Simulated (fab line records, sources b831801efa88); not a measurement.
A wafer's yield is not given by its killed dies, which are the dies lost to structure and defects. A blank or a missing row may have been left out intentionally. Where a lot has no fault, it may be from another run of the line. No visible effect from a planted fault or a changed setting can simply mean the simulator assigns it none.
Struck lot and sound lot, side by side / flow sky130 / 34 out of 708 route steps
Sound: the wafers L241.2, L241.4, L241.5. Struck: wafer L251.6 (left out: L251.1, L251.3 of the same lot, which were not struck); the cause appears at the end.
Each step with rows lists, per side, the tool, then ch with its chambers, then its first start. Under that, the readings that differ: sound wafers / struck wafers / difference of the means / sigmas: that difference in standard deviations of wafers without a fault.
alike: readings whose means differ by less than 2 such deviations, and words and numbers that are the same on both sides. not compared: withheld readings, readings that some wafer has no value for, bounds like >300 that may hide the same value, and numbers for which the record gives no deviation and whose values overlap.
Wherever a step has rows on one side only, a row that says differs or no value, or a row with sigmas, the two part there. Non-overlapping numbers with no deviation appear without sigmas and do not part them. A reading missing from all wafers of one side parts the sides only when that side holds two or more wafers.

first, 9 steps without rows for these wafers: SKY_VIA1_CMP_02 (polishes SiO2); SKY_VIA1_DEHYDRATE_04 (time 60 s); SKY_VIA1_HMDS_05 (prime time 60 s); SKY_VIA1_COAT_06 (resist thk 60 nm); SKY_VIA1_COAT_07 (resist thk 450 nm); SKY_VIA1_SOFTBAKE_08 (time 90 s); SKY_VIA1_EXPOSE_09 (exposes mask VIM, target cd 150 nm); SKY_VIA1_PEB_10; SKY_VIA1_DEVELOP_11 (develop time 60 s).
SKY_VIA1_ETCH_14: etches BARC in N2/H2, stops on SiO2, time 45.9 s, target depth 60 nm.
  sound on rie-diel-04 ch 0,1,2, day 32 01:49; struck on rie-diel-04 ch 0, day 34 17:35
  alike: drypump-motor-current-A, oes-product-au, throttle-valve-pct
  not compared: rf-hours-counter-h
then, 23 steps without rows for these wafers: SKY_VIA1_ETCH_15 (etches SiO2 in C4F8/O2/Ar, stops on TiN, target depth 351 nm, time 54 s); SKY_VIA1_STRIP_16 (strips in O2/N2); SKY_VIA1_STRIP_17 (strips in post etch residue remover, time 1200 s); SKY_VIA1_CLEAN_18 (cleans in IPA, time 180 s); SKY_VIA1_CLEAN_19 (cleans in O3/DIW); SKY_VIA1_SPUTTER_20 (material TiN, target thk 20 nm, time 80 s); SKY_VIA1_CVD_21 (deposits W, target thk 270 nm, time 80.902 s); SKY_VIA1_CMP_24 (polishes, stops on SiO2, t overpolish 15 s, target thk 0 nm); SKY_METAL2_SPUTTER_00 (material Ti, target thk 15 nm, time 10 s); SKY_METAL2_SPUTTER_01 (material TiN, target thk 20 nm, time 16.7 s); SKY_METAL2_SPUTTER_02 (material AlCu, target thk 250 nm, time 13.3 s); SKY_METAL2_SPUTTER_03 (material Ti, target thk 5 nm, time 3.3 s); SKY_METAL2_SPUTTER_04 (material TiN, target thk 70 nm, time 58.3 s); SKY_METAL2_DEHYDRATE_07 (time 60 s); SKY_METAL2_HMDS_08 (prime time 60 s); SKY_METAL2_COAT_09 (resist thk 60 nm); SKY_METAL2_COAT_10 (resist thk 450 nm); SKY_METAL2_SOFTBAKE_11 (time 90 s); SKY_METAL2_EXPOSE_12 (exposes mask MM2, target cd 140 nm); SKY_METAL2_PEB_13; SKY_METAL2_DEVELOP_14 (develop time 60 s); SKY_METAL2_DESCUM_17 (chemistry O2, time 8 s); SKY_METAL2_ETCH_18 (etches BARC in N2/H2, stops on SiO2, time 45.9 s, target depth 60 nm).
-- the record jumps here: 12 days lie between the struck wafers' starts before and after (it left off in module METAL2 and takes up again in module PAD_OPEN, whose first step shown is number 708 of the route) --
SKY_PAD_OPEN_PROBE_99:
  sound: prober-01 at day 44 10:04; struck: prober-01 at day 46 10:34
reading=defect-limited-yield (%); sound=80.1 82.5 79.5; struck=72.4; difference=-8.3; sigmas=-4
reading=killed_at_M0_to_M3; sound=53 38 42; struck=88; difference=+44; sigmas=+6
reading=killed-dies; sound=98 86 101; struck=136; difference=+41; sigmas=+4
reading=killed-open; sound=68 51 55; struck=40; difference=-18; sigmas=-3
reading=sort_bin_3_pad_short (%); sound=0.6 0.8 1.8; struck=3.9; difference=+2.8; sigmas=+7
reading=sort_bin_5_function (%); sound=11.6 10.6 12.6; struck=16.9; difference=+5.3; sigmas=+4
reading=sort-n-pass; sound=394 406 391; struck=356; difference=-41; sigmas=-4
reading=sort-yield-pct (%); sound=80.1 82.5 79.5; struck=72.4; difference=-8.3; sigmas=-4
reading=model.etest.tester.sort-n-pass; sound=394 406 391; struck=356; difference=-41; sigmas=
reading=model.etest.tester.sort-yield-pct (%); sound=80.08 82.52 79.47; struck=72.36; difference=-8.33; sigmas=
reading=model.etest.tester.sort_bin_5_pct (%); sound=11.59 10.57 12.6; struck=16.87; difference=+5.28; sigmas=
reading=model.etest.tester.sort_bin_3_pct (%); sound=0.6098 0.813 1.829; struck=3.862; difference=+2.778; sigmas=
  alike: killed_at_M4_up, killed-at-contacts, killed-at-front-end, killed-at-other, killed-short, sort_bin_6_memory

== WHERE THEY PART ==
At SKY_PAD_OPEN_PROBE_99 and nowhere else, as far as this record goes.

WHY: what the simulator had put in
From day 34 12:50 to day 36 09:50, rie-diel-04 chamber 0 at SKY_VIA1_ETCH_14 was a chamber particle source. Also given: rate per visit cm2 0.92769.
